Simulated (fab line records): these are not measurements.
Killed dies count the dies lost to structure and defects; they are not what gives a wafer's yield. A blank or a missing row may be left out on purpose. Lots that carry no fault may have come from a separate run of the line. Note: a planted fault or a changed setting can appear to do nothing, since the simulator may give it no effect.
Which tool was responsible? | flow sky130 | 42 wafers from 14 lots sampled at 4 of the route's 708 steps

## WHAT THE GAUGES READ, wafer by wafer
SKY_RES_PROTECT_TW_MEAS_08.
lot  | measured     | on            | POLY_GATE_TW
L215 | day 15 05:39 | film_metro-04 | 4006 4009 4030
L216 | day 15 11:35 | film_metro-02 | 3977 3990 3974
L217 | day 15 19:37 | film_metro-03 | 4110 4088 4091
L220 | day 16 19:36 | film_metro-03 | 4123 4129 4120
L221 | day 17 04:08 | film_metro-02 | 4016 4024 4024
L222 | day 17 18:32 | film_metro-02 | 3998 4000 4006
L225 | day 18 17:56 | film_metro-03 | 4143 4142 4120
L229 | day 20 13:16 | film_metro-03 | 4149 4145 4139
L230 | day 20 23:03 | film_metro-04 | 4017 3998 3992
L231 | day 21 00:18 | film_metro-03 | 4124 4138 4119
L232 | day 21 13:23 | film_metro-03 | 4113 4144 4114
L233 | day 21 19:49 | film_metro-02 | 4030 4034 4043
L234 | day 21 23:26 | film_metro-02 | 4039 4056 4048
L235 | day 22 10:28 | film_metro-02 | 4025 4028 4044

SKY_POLY_GATE_CD_MEAS_13: target cd 150 nm.
lot  | measured     | on        | cd_nm (nm)
L215 | day 16 12:27 | cd_sem-02 | 149.4 150.1 147.8
L216 | day 16 18:44 | cd_sem-02 | 151.2 150.1 151.1
L217 | day 17 02:11 | cd_sem-02 | 149.4 148.7 149.2
L220 | day 18 04:30 | cd_sem-01 | 150.7 149.5 150.0
L221 | day 18 11:55 | cd_sem-02 | 150.1 149.4 150.4
L222 | day 19 04:07 | cd_sem-01 | 150.3 150.8 150.9
L225 | day 20 03:43 | cd_sem-01 | 151.0 150.9 152.1
L229 | day 21 21:57 | cd_sem-01 | 149.8 149.9 150.1
L230 | day 22 08:17 | cd_sem-02 | 147.1 147.1 147.7
L231 | day 22 09:39 | cd_sem-02 | 147.0 147.8 147.6
L232 | day 22 21:28 | cd_sem-01 | 149.0 147.3 148.1
L233 | day 23 04:48 | cd_sem-02 | 152.2 152.1 152.2
L234 | day 23 08:09 | cd_sem-01 | 149.1 148.7 149.2
L235 | day 23 18:34 | cd_sem-02 | 149.8 149.0 149.6

SKY_LDD_HVN_TW_MEAS_10.
lot  | measured     | on            | LDD_HVN_TW
L215 | day 20 11:40 | film_metro-04 | 1419 1423 1424
L216 | day 20 17:56 | film_metro-04 | 1428 1419 1424
L217 | day 21 03:24 | film_metro-01 | 1419 1428 1420
L220 | day 22 05:15 | film_metro-01 | 1415 1416 1424
L221 | day 22 13:07 | film_metro-04 | 1420 1434 1421
L222 | day 23 05:22 | film_metro-01 | 1418 1421 1420
L225 | day 24 03:02 | film_metro-02 | 1431 1437 1440
L229 | day 25 19:57 | film_metro-01 | 1413 1412 1420
L230 | day 26 06:37 | film_metro-04 | 1434 1431 1435
L231 | day 26 06:49 | film_metro-02 | 1440 1440 1442
L232 | day 26 17:04 | film_metro-02 | 1438 1440 1440
L233 | day 27 02:02 | film_metro-01 | 1431 1429 1426
L234 | day 27 04:03 | film_metro-01 | 1423 1419 1429
L235 | day 27 14:05 | film_metro-02 | 1428 1431 1432

## TOOL THAT RAN EACH LOT (tool first, then ch and the chambers of the sampled wafers, then the start)
lot  | SKY_LDD_HVN_STRIP_09
L215 | plasma_asher-03 ch 0,1, day 20 11:34
L216 | plasma_asher-04 ch 0,1, day 20 17:51
L217 | plasma_asher-01 ch 0,1, day 21 03:17
L220 | plasma_asher-01 ch 0,1, day 22 05:09
L221 | plasma_asher-01 ch 0,1, day 22 13:01
L222 | plasma_asher-03 ch 0,1, day 23 05:15
L225 | plasma_asher-01 ch 0,1, day 24 02:56
L229 | plasma_asher-04 ch 0,1, day 25 19:51
L230 | plasma_asher-04 ch 0,1, day 26 06:31
L231 | plasma_asher-03 ch 0,1, day 26 06:44
L232 | plasma_asher-04 ch 0,1, day 26 16:58
L233 | plasma_asher-01 ch 0,1, day 27 01:57
L234 | plasma_asher-01 ch 0,1, day 27 03:57
L235 | plasma_asher-01 ch 0,1, day 27 13:59
- SKY_LDD_HVN_STRIP_09: strips in O2/N2.

## AS READ BY THE TOOLS THEMSELVES (means over the sampled wafers that have a number; for cases with no such wafer, the mark the record gives instead)
SKY_LDD_HVN_STRIP_09.
lot  | tool            | drypump_motor_current_A (A) | oes_product_au (a.u.) | strip_time_to_endpoint_s (s)
L215 | plasma_asher-03 | 6.4                         | 0.417                 | 4.141
L216 | plasma_asher-04 | 5.2                         | 0.405                 | 4.136
L217 | plasma_asher-01 | 6.0                         | 0.412                 | 4.122
L220 | plasma_asher-01 | 5.7                         | 0.409                 | 4.150
L221 | plasma_asher-01 | 5.7                         | 0.407                 | 3.734
L222 | plasma_asher-03 | 6.5                         | 0.405                 | 4.130
L225 | plasma_asher-01 | 5.7                         | 0.407                 | 3.721
L229 | plasma_asher-04 | 5.3                         | 0.401                 | 4.142
L230 | plasma_asher-04 | 5.3                         | 0.406                 | 4.134
L231 | plasma_asher-03 | 6.4                         | 0.409                 | 4.141
L232 | plasma_asher-04 | 5.3                         | 0.411                 | 4.129
L233 | plasma_asher-01 | 6.0                         | 0.410                 | 4.145
L234 | plasma_asher-01 | 5.7                         | 0.406                 | 4.131
L235 | plasma_asher-01 | 5.8                         | 0.408                 | 4.142

## THE ANSWER, worked out from the rows above alone
Rule: usual is defined by the lots themselves. Put in order of their means at a reading, lots are off if they are a third of the lots or fewer, leave a main group of 4 or more, and stand apart from it by a gap of 3 or more times the standard deviation of the main group's means; of several such gaps the widest counts. The tables above print the reading to a certain number of digits; a main group whose means all agree to those digits is not used. Also off: a lot with no number at a reading for which 4 or more lots have one. All remaining lots with rows at the step are treated as sound. Order of review: gauges by route order, followed by the tools' own readings, for which a lot's mean as printed above is used. The first step at which some lot is off is used, and at that step the reading that is off furthest; a lot without a number counts as furthest.
Off at SKY_LDD_HVN_STRIP_09 (strip_time_to_endpoint_s): L221, L225. The main group has a mean of 4.137 s with a standard deviation of 0.0076.
If a tool, at that step or one of the process steps before it, ran each lot that is off and ran no sound lot following the first of them, it fits. Of those tried, none fits.

## WHAT THE SIMULATOR HAD PUT IN
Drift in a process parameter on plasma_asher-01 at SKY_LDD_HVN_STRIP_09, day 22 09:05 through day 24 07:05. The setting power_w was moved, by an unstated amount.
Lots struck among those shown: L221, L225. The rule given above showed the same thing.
